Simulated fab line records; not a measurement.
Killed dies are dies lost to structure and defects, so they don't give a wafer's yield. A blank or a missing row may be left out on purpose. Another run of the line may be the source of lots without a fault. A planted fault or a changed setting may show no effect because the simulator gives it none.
Matching of chambers | flow sky130 | rie diel-03 running SKY_PAD_OPEN_ETCH_07: 4 sister chambers
The step etches the open film in CF4/O2, stops on AlCu, target depth 725 nm, time 161.1 s. 8 wafers are shown with their chamber, then 7 later ones without.

## WAFERS PAIRED WITH THEIR CHAMBERS
wafer  | chamber | drypump motor current A (A) | rf fwd power W (W)
L848.2 | 2       | 6.2                         | 794.3
L847.1 | 1       | 5.0                         | 797.8
L847.2 | 2       | 6.2                         | 797.5
L847.4 | 0       | 6.4                         | 798.1
L851.5 | 3       | 6.4                         | 794.1
L851.6 | 0       | 6.4                         | 796.2
L853.1 | 3       | 6.4                         | 795.3
L853.4 | 1       | 5.1                         | 798.1

## WAFERS WHOSE CHAMBER IS MISSING
wafer  | drypump motor current A (A) | rf fwd power W (W)
L853.5 | 6.4                         | 795.0
L858.2 | 6.3                         | 798.3
L858.3 | 6.4                         | 797.4
L858.4 | 5.1                         | 801.4
L861.3 | 6.2                         | 801.8
L861.4 | 6.4                         | 799.6
L861.6 | 6.4                         | 800.5

## THE CHAMBER EACH PASSED THROUGH
wafer  | from the rows above          | in truth
L853.5 | can't be placed: 3 or 0      | 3
L858.2 | can't be placed: 0 or 2 or 3 | 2
L858.3 | can't be placed: 0 or 3      | 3
L858.4 | 1                            | 1
L861.3 | 2                            | 2
L861.4 | can't be placed: 0 or 3      | 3
L861.6 | can't be placed: 0 or 3      | 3
Correctly placed: 2 of 7. These rows do not allow placing 5 (true chamber among the candidates in 5). Wrongly placed: 0.
How it was worked out, from the rows above alone: a wafer's distance from a chamber is the root of the sum, over the readings, of the square of ((its reading less the chamber's mean) divided by the reading's scatter). The wafer belongs to the nearest chamber; if the next one is less than 2 further off, it can't be placed. Each chamber's mean is taken over the wafers shown for it. The scatter: the root of (the sum of the squares of (reading less its chamber's mean) over the shown wafers, divided by (wafers less chambers)).
